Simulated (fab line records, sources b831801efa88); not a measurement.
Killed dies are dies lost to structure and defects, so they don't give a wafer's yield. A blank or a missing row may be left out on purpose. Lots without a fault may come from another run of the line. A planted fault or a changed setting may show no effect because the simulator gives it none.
fab line records | flow sky130
record lots=15 wafers=45 last_day=51
route steps=708 shown VT_ADJUST_HVTP@92 VT_ADJUST_HVTR@136
lots that met no fault: from a run of the same line without faults
start_h: hours from the record's first day to the start of the lot's first wafer shown | wait_h: hours since the lot's step before | " the same as in the row above | L1.1+2: a row that stands for several wafers | - no value, or no start given | * or withheld: withheld | < > ~ a bound
route shown NAME@n: a module of which the file shows steps, and the number in the route of the first | usual: mean/standard deviation of fault-free wafers | same: alike in all rows | chamber/n: place in a boat | sites: the reading at each site | _std_site: their standard deviation | _edge_site: outer sites' mean less inner sites' | radius_mm: how far each site lies from the wafer's centre | mask NAME#n: copy n | behind: the tool/chamber that last shaped the wafer | hold: why the lot was held/for how many hours/how that ended | device: the transistor (n, p or np) that didn't switch | end of line: the same wafers' tests at the end of the route | a step without rows: its recipe alone | killed: dies lost to structure and defects at the first sort, not the wafer's yield | map: a wafer's dies, x killed, . not, _ none there
set.NAME: the setting as run; set.NAME@STEP: as run at that earlier step | model.NAME: the simulator's own value behind a step, which no gauge read
steps of the route over a sample of lots; a table a step, a row a wafer
services: from which hour (start_h, from the record's first day; less than 0 if before it) a tool's chamber was out of use, for how many hours, and why
## steps
# step SKY_VT_ADJUST_HVTP_CD_MEAS_07
# recipe target_cd_nm=380
# usual cd_nm=379.3/2.2
# columns lot.wafer tool chamber start_h wait_h cd_nm
L553.1 cd_sem-02 - 133.46 0.1 378.3
L553.3 " - " " 377.3
L553.6 " - " " 378.3
L554.4 cd_sem-02 - 135.54 0.1 375.7
L554.5 " - " " 375.0
L554.6 " - " " 373.3
L556.1 cd_sem-01 - 148.66 0.1 379.3
L556.3 " - " " 380.7
L556.5 " - " " 380.2
L557.1 cd_sem-02 - 157.48 0.1 378.2
L557.2 " - " " 379.1
L557.3 " - " " 379.1
L558.3 cd_sem-01 - 163.25 0.1 381.3
L558.5 " - " " 378.2
L558.6 " - " " 377.7
L559.2 cd_sem-01 - 170.65 0.1 379.2
L559.3 " - " " 380.0
L559.6 " - " " 380.5
L561.2 cd_sem-02 - 186.23 0.1 378.9
L561.3 " - " " 377.1
L561.4 " - " " 380.7
L566.1 cd_sem-01 - 211.41 0.1 380.6
L566.3 " - " " 379.0
L566.5 " - " " 380.1
L567.3 cd_sem-02 - 215.65 0.1 380.5
L567.4 " - " " 378.9
L567.5 " - " " 381.1
L569.1 cd_sem-02 - 225.98 0.1 381.6
L569.3 " - " " 380.0
L569.6 " - " " 380.1
L570.1 cd_sem-01 - 232.56 0.1 379.4
L570.2 " - " " 376.8
L570.6 " - " " 378.3
L571.1 cd_sem-01 - 238.18 0.1 378.4
L571.2 " - " " 378.7
L571.4 " - " " 376.6
L573.1 cd_sem-01 - 250.96 0.1 378.4
L573.2 " - " " 378.6
L573.6 " - " " 378.8
L574.1 cd_sem-02 - 260.91 0.1 380.8
L574.2 " - " " 380.9
L574.5 " - " " 380.1
L575.2 cd_sem-02 - 270.94 0.1 379.5
L575.3 " - " " 378.1
L575.5 " - " " 376.4
# step SKY_VT_ADJUST_HVTP_STRIP_10
# recipe chemistry=O2/N2 power_w=1400 pressure_mtorr=1500 platen_temp_c=withheld o2_flow_sccm=3000 n2_flow_sccm=300 overash_fraction=0.5
# usual drypump_motor_current_A=6.0/0.31 n2_flow_sccm=300.2/0.89 oes_product_au=0.716/0.0044 strip_time_to_endpoint_s=14.17/0.042
# same overash_fraction=0.5
# columns lot.wafer tool chamber start_h wait_h drypump_motor_current_A n2_flow_sccm oes_product_au rf_hours_counter_h strip_time_to_endpoint_s
L553.1 plasma_asher-04 0 133.76 0.1 5.9 298.6 0.724 47 14.16
L553.3 " 1 " " 5.3 299.5 0.710 - 14.20
L553.6 " 0 " " 5.9 297.8 0.716 - 14.18
L554.4 plasma_asher-02 0 135.82 0.1 6.1 299.3 0.718 - 14.18
L554.5 " 0 " " 6.1 299.7 0.719 - 14.16
L554.6 " 1 " " 6.2 301.0 0.720 - 14.16
L556.1 plasma_asher-02 1 148.96 0.1 6.2 300.5 0.717 3 14.17
L556.3 " 0 " " 6.0 297.9 0.716 - 14.26
L556.5 " 1 " " 6.3 301.0 0.720 - 14.30
L557.1 plasma_asher-03 1 157.78 0.1 5.6 302.2 0.709 37 14.19
L557.2 " 0 " " 6.3 299.7 0.720 37 14.19
L557.3 " 0 " " 6.3 300.2 0.713 - 14.19
L558.3 plasma_asher-03 0 163.55 0.1 6.3 300.7 0.725 - 14.14
L558.5 " 0 " " 6.3 300.7 0.713 - 14.16
L558.6 " 1 " " 5.6 299.8 0.718 - 14.12
L559.2 plasma_asher-03 0 170.93 0.1 6.3 300.2 0.712 39 14.21
L559.3 " 0 " " 6.3 300.3 0.714 - 14.15
L559.6 " 1 " " 5.6 300.2 0.710 - 14.17
L561.2 plasma_asher-02 1 186.51 0.1 6.2 300.6 0.717 7 14.18
L561.3 " 1 " " 6.2 300.1 0.709 - 14.29
L561.4 " 0 " " 6.1 300.1 0.713 - 14.20
L566.1 plasma_asher-02 1 211.71 0.1 6.3 300.7 0.717 9 14.09
L566.3 " 1 " " 6.3 299.0 0.716 - 14.10
L566.5 " 0 " " 6.1 301.0 0.710 - 14.07
L567.3 plasma_asher-02 0 215.95 0.1 6.1 298.7 0.714 - 14.12
L567.4 " 1 " " 6.2 302.1 0.721 - 14.15
L567.5 " 0 " " 6.1 299.2 0.721 - 14.13
L569.1 plasma_asher-04 0 226.28 0.1 5.9 300.8 0.719 55 14.11
L569.3 " 0 " " 5.9 299.6 0.708 - 14.16
L569.6 " 0 " " 5.9 301.5 0.720 - 14.13
L570.1 plasma_asher-04 0 232.86 0.1 5.9 300.7 0.713 56 14.17
L570.2 " 1 " " 5.3 300.3 0.713 56 14.23
L570.6 " 0 " " 5.9 300.8 0.713 - 14.17
L571.1 plasma_asher-02 0 238.48 0.1 6.1 300.8 0.715 12 14.22
L571.2 " 1 " " 6.3 300.7 0.722 12 14.21
L571.4 " 0 " " 6.1 300.7 0.720 - 14.18
L573.1 plasma_asher-03 0 251.26 0.1 6.3 300.6 0.716 46 14.22
L573.2 " 1 " " 5.6 300.0 0.710 46 14.22
L573.6 " 1 " " 5.6 300.0 0.723 - 14.24
L574.1 plasma_asher-02 0 261.21 0.1 6.1 300.9 0.708 14 14.17
L574.2 " 1 " " 6.2 301.8 0.719 14 14.19
L574.5 " 0 " " 6.1 300.1 0.721 - 14.19
L575.2 plasma_asher-02 1 271.23 0.1 6.2 299.1 0.713 15 14.15
L575.3 " 0 " " 6.1 301.0 0.716 - 14.18
L575.5 " 0 " " 6.1 300.3 0.715 - 14.14
# step SKY_VT_ADJUST_HVTP_TW_MEAS_11
# usual VT_ADJUST_HVTP_TW=1382/8.2
# columns lot.wafer tool chamber start_h wait_h VT_ADJUST_HVTP_TW
L553.1 film_metro-02 - 133.86 0.1 1389
L553.3 " - " " 1386
L553.6 " - " " 1382
L554.4 film_metro-04 - 135.91 0.1 1377
L554.5 " - " " 1381
L554.6 " - " " 1377
L556.1 film_metro-02 - 149.06 0.1 1388
L556.3 " - " " 1380
L556.5 " - " " 1376
L557.1 film_metro-03 - 157.88 0.1 1373
L557.2 " - " " 1385
L557.3 " - " " 1388
L558.3 film_metro-04 - 163.63 0.1 1363
L558.5 " - " " 1364
L558.6 " - " " 1372
L559.2 film_metro-02 - 171.04 0.1 1406
L559.3 " - " " 1395
L559.6 " - " " 1396
L561.2 film_metro-02 - 186.62 0.1 1401
L561.3 " - " " 1394
L561.4 " - " " 1398
L566.1 film_metro-04 - 211.81 0.1 1379
L566.3 " - " " 1385
L566.5 " - " " 1378
L567.3 film_metro-03 - 216.03 0.1 1382
L567.4 " - " " 1383
L567.5 " - " " 1379
L569.1 film_metro-03 - 226.38 0.1 1386
L569.3 " - " " 1382
L569.6 " - " " 1383
L570.1 film_metro-04 - 232.96 0.1 1376
L570.2 " - " " 1370
L570.6 " - " " 1383
L571.1 film_metro-02 - 238.58 0.1 1386
L571.2 " - " " 1373
L571.4 " - " " 1377
L573.1 film_metro-03 - 251.36 0.1 1381
L573.2 " - " " 1382
L573.6 " - " " 1379
L574.1 film_metro-02 - 261.31 0.1 1380
L574.2 " - " " 1377
L574.5 " - " " 1375
L575.2 film_metro-03 - 271.34 0.1 1371
L575.3 " - " " 1380
L575.5 " - " " 1371
# step SKY_VT_ADJUST_HVTR_PEB_05
# recipe temp_c=withheld time_s=* resist=NOVOLAK
# usual chill_plate_temp_C=* exhaust_pa=44.9/0.87 time_s=*
# columns lot.wafer tool chamber start_h wait_h chill_plate_temp_C exhaust_pa time_s
L553.1 litho_track-03 0 213.19 - * 44.6 *
L553.3 " 0 " " * 44.5 *
L553.6 " 0 " " * 46.4 *
L554.4 litho_track-04 0 217.45 - * 45.2 *
L554.5 " 0 " " * 44.8 *
L554.6 " 0 " " * 45.4 *
L556.1 litho_track-04 0 231.33 - * 44.9 *
L556.3 " 0 " " * 45.4 *
L556.5 " 0 " " * 44.8 *
L557.1 litho_track-02 - 240.11 - - - -
L557.2 " - " " - - -
L557.3 " - " " - - -
L558.3 litho_track-03 - 247.09 - - - -
L558.5 " - " " - - -
L558.6 " - " " - - -
L559.2 litho_track-02 - 256.98 - - - -
L559.3 " - " " - - -
L559.6 " - " " - - -
L561.2 litho_track-02 0 275.53 - * 44.8 *
L561.3 " 0 " " * 44.3 *
L561.4 " 0 " " * 46.1 *
L566.1 litho_track-02 0 306.86 - * 44.4 *
L566.3 " 0 " " * 44.1 *
L566.5 " 0 " " * 44.3 *
L567.3 litho_track-03 0 313.14 - * 42.9 *
L567.4 " 0 " " * 43.1 *
L567.5 " 0 " " * 42.6 *
L569.1 litho_track-04 0 323.82 - * 45.0 *
L569.3 " 0 " " * 45.1 *
L569.6 " 0 " " * 44.5 *
L570.1 litho_track-04 0 330.72 - * 43.9 *
L570.2 " 0 " " * 45.3 *
L570.6 " 0 " " * 44.5 *
L571.1 litho_track-04 0 339.82 - * 45.5 *
L571.2 " 0 " " * 45.2 *
L571.4 " 0 " " * 44.1 *
L573.1 litho_track-02 0 354.31 - * 46.0 *
L573.2 " 0 " " * 45.5 *
L573.6 " 0 " " * 44.8 *
L574.1 litho_track-02 0 365.41 - * 45.1 *
L574.2 " 0 " " * 46.1 *
L574.5 " 0 " " * 45.2 *
L575.2 litho_track-03 0 376.21 - * 43.9 *
L575.3 " 0 " " * 43.8 *
L575.5 " 0 " " * 45.3 *
## services
# columns tool chamber start_h hours kind
plasma_asher-02 0 117.75 - clean
plasma_asher-02 1 117.75 - clean
plasma_asher-02 - 188.72 2.8 pm
plasma_asher-04 - 211.52 7.7 repair
plasma_asher-02 - 220.60 1.0 repair
litho_track-02 - 223.55 - consumable_replace:filter
plasma_asher-03 - 237.14 4.3 repair
plasma_asher-02 - 249.08 4.1 repair
plasma_asher-02 - 280.34 1.6 repair
## key
first_sign step=SKY_VT_ADJUST_HVTR_PEB_05 reading=tool_record direction=missing
effect none on later readings
met_at SKY_VT_ADJUST_HVTR_PEB_05
struck_lots L557,L558,L559
sort_left_out L557.1,L557.2,L557.3,L558.3,L558.5,L558.6,L559.2,L559.3,L559.6
tester_left_out L557,L558,L559
not_acting_at SKY_VT_ADJUST_HVTP_CD_MEAS_07,SKY_VT_ADJUST_HVTP_STRIP_10,SKY_VT_ADJUST_HVTP_TW_MEAS_11
onset_between 213.19 240.11
fault kind=skipped_step_whole tool=litho_track-02,litho_track-03 chamber=- onset_h=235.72 steps=SKY_VT_ADJUST_HVTR_PEB_05 scope=struck_lots_only
# tester_left_out: of these lots the tester's yield and bins aren't shown, on N5 and GAA mostly nor the transistor test; their killed dies are dies lost to structure and defects alone, not to doping, threshold or leakage, so they don't give the yield
# sort_left_out: the simulated sort isn't trusted on such a fault, so these wafers' sort isn't shown, and their yield isn't known
